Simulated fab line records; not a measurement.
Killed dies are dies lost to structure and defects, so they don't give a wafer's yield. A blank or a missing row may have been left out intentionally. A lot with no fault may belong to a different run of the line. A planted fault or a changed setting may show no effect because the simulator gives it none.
Matching of chambers ; flow sky130 ; SKY_VIA3_CMP_24 on cmp-01: 4 sister chambers
The step polishes, stops on SiO2, t overpolish 20 s, target thk 0 nm. 4 wafers are shown with their chamber, then 6 later ones without.

## WAFERS PAIRED WITH THEIR CHAMBERS
wafer;chamber;motor current A (A)
L757.4;3;9.3
L764.5;0;11.9
L767.3;1;9.7
L767.4;2;9.1

## WAFERS WITHOUT THEIR CHAMBER
wafer;motor current A (A)
L772.1;9.4
L772.2;9.0
L772.3;8.6
L775.1;8.7
L775.2;10.1
L775.4;9.5

## CHAMBER TAKEN BY EACH
wafer;from the rows above;in truth
L772.1;can't be placed: 3 or 1 or 2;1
L772.2;can't be placed: 2 or 3 or 1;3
L772.3;can't be placed: 2 or 3 or 1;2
L775.1;can't be placed: 2 or 3 or 1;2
L775.2;can't be placed: 1 or 3 or 2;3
L775.4;can't be placed: 1 or 3 or 2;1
0 of 6 placed correctly. Can't be placed from these rows: 6 (the true chamber is among the candidates in 6). 0 placed wrongly.
How it was worked out, from the rows above alone: a wafer's distance from a chamber is the root of the sum, over the readings, of the square of ((its reading less the chamber's mean) divided by the reading's scatter). The wafer belongs to the nearest chamber; if the next one is less than 2 further off, it can't be placed. For every chamber, the mean is computed from those of its wafers that are shown. The scatter: root of mean squared gap, hidden wafer to nearest shown wafer, with one shown wafer a chamber.
